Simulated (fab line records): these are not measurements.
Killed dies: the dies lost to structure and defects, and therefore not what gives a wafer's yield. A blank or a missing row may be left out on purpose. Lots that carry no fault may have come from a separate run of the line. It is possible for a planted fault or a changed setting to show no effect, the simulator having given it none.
A struck lot beside a sound one | flow sfq-line | 24 steps out of a route of 325
Sound: these wafers, L188.1, L188.2, L188.6. Struck: wafer L180.3 (L180.4, L180.6, from the same lot, were not struck and are left out); the cause is given at the end.
Per side, at each step with rows, come the tool, then ch with its chambers, and then its first start. Under that, the readings that differ: sound wafers | struck wafers | difference of the means | sigmas: that difference in standard deviations of wafers without a fault.
alike: readings with means less than 2 such deviations apart, plus words and numbers identical on both sides. not compared: withheld readings, readings lacking a value on some wafer, bounds such as >300 that could conceal the same value, and numbers that have no deviation in the record and whose values overlap.
The two part at a step that has a row with sigmas, a row that says differs or no value, or rows on one side only. Numbers that don't overlap but have no deviation are shown without sigmas and don't part them. Lack of a reading on every wafer of one side parts them only where that side has two or more wafers.

first, 6 steps without rows for these wafers: SFQ_TRILAYER_I0_VIA_LITHO_COAT_036 (resist thk 62 nm); SFQ_TRILAYER_I0_VIA_LITHO_COAT_031 (resist thk 650 nm); SFQ_TRILAYER_I0_VIA_LITHO_SOFTBAKE_035; SFQ_TRILAYER_I0_VIA_LITHO_EXPOSE_032 (exposes mask I0, target cd 500 nm); SFQ_TRILAYER_I0_VIA_LITHO_PEB_034 (peb time 60 s); SFQ_TRILAYER_I0_VIA_LITHO_DEVELOP_033 (time 60 s).
SFQ_I0_OVL_MEAS_908:
  sound on overlay-01, day 26 11:52; struck on overlay-02, day 22 02:32
  alike: I0_OVL
SFQ_TRILAYER_I0_VIA_BARC_OPEN_VIA_ETCH_046: etches BARC in O2, target depth 125 nm, time 41.7 s.
  sound on rie-diel-04 ch 2,3, day 26 11:53; struck on rie-diel-03 ch 3, day 22 02:34
  alike: drypump-motor-current-A, oes-product-au
  not compared: rf-hours-counter-h
SFQ_TRILAYER_I0_VIA_ETCH_VIA_ETCH_034: etches SiO2 in CHF3, stops on Nb, target depth 260 nm.
  sound on rie-diel-04 ch 2,3, day 26 11:56; struck on rie-diel-03 ch 3, day 22 02:37
  alike: drypump-motor-current-A, oes-product-au
SFQ_TRILAYER_I0_VIA_STRIP_STRIP_035: strips in O2.
  sound on rie-metal-01 ch 0,1, day 26 12:02; struck on rie-metal-01 ch 0, day 22 02:55
  alike: drypump-motor-current-A, oes-product-au, platen-temp-c
  not compared: rf-hours-counter-h
then, 2 steps without rows for these wafers: SFQ_TRILAYER_I0_VIA_STRIP_SOLV_CLEAN_036 (cleans in NMP, time 600 s); SFQ_TRILAYER_M1_DEP_PRE_CLEAN_038 (time 22.5 s).
SFQ_TRILAYER_M1_DEP_SPUTTER_037: material Nb, target thk 200 nm, time 133.3 s.
  sound on pvd-sputter-03, day 26 12:52; struck on pvd-sputter-04, day 22 03:31
  reading                                             | sound             | struck | difference | sigmas
  model.Nb_of_TRILAYER_M1_DEP_SPUTTER_037.thk-nm (nm) | 197.8 202.1 196.6 | 226    | +27        |
  alike: throttle-valve-pct
SFQ_M1_RS_MEAS_909: the measuring method here is four-point-probe.
  sound on film-metro-02, day 26 12:57; struck on film-metro-03, day 22 03:39
  reading           | sound             | struck | difference | sigmas
  M1_NB_RS (ohm/sq) | 0.899 0.880 0.906 | 0.788  | -0.107     | -9
then, 6 steps without rows for these wafers: SFQ_TRILAYER_M1_LITHO_COAT_044 (resist thk 62 nm); SFQ_TRILAYER_M1_LITHO_COAT_039 (resist thk 600 nm); SFQ_TRILAYER_M1_LITHO_SOFTBAKE_043; SFQ_TRILAYER_M1_LITHO_EXPOSE_040 (exposes mask M1, target cd 500 nm); SFQ_TRILAYER_M1_LITHO_PEB_042 (peb time 60 s); SFQ_TRILAYER_M1_LITHO_DEVELOP_041 (time 60 s).
-- the record jumps here: 6 days lie between the struck wafers' starts before and after --
SFQ_M1_OVL_MEAS_911:
  sound on overlay-02, day 33 01:33; struck on overlay-01, day 28 14:23
  alike: M1_OVL
SFQ_TRILAYER_M1_BARC_OPEN_METAL_ETCH_054: etches BARC in O2, target depth 125 nm, time 41.7 s.
  sound on rie-metal-02 ch 0,1, day 33 01:35; struck on rie-metal-04 ch 0, day 28 14:26
  alike: drypump-motor-current-A, oes-product-au
  not compared: rf-hours-counter-h
SFQ_TRILAYER_M1_ETCH_METAL_ETCH_042: etches Nb in Cl2/Ar, stops on SiO2, target depth 240 nm, time 120 s.
  sound on rie-metal-02 ch 0,1, day 33 01:39; struck on rie-metal-04 ch 0, day 28 14:31
  reading               | sound             | struck | difference | sigmas
  oes-product-au (a.u.) | 0.883 0.902 0.887 | 0.958  | +0.067     | +9
  alike: drypump-motor-current-A
  not compared: rf-hours-counter-h
SFQ_TRILAYER_M1_STRIP_STRIP_043: strips in O2.
  sound on rie-metal-02 ch 0,1, day 33 01:46; struck on rie-metal-04 ch 0, day 28 14:48
  alike: drypump-motor-current-A, oes-product-au, platen-temp-c
  not compared: rf-hours-counter-h

== WHERE THEY PART ==
At SFQ_M1_RS_MEAS_909 first; at SFQ_TRILAYER_M1_ETCH_METAL_ETCH_042 last (within this record only). Later steps at which nothing parts them and some readings are alike: SFQ_TRILAYER_M1_STRIP_STRIP_043.

WHY: what the simulator had put in
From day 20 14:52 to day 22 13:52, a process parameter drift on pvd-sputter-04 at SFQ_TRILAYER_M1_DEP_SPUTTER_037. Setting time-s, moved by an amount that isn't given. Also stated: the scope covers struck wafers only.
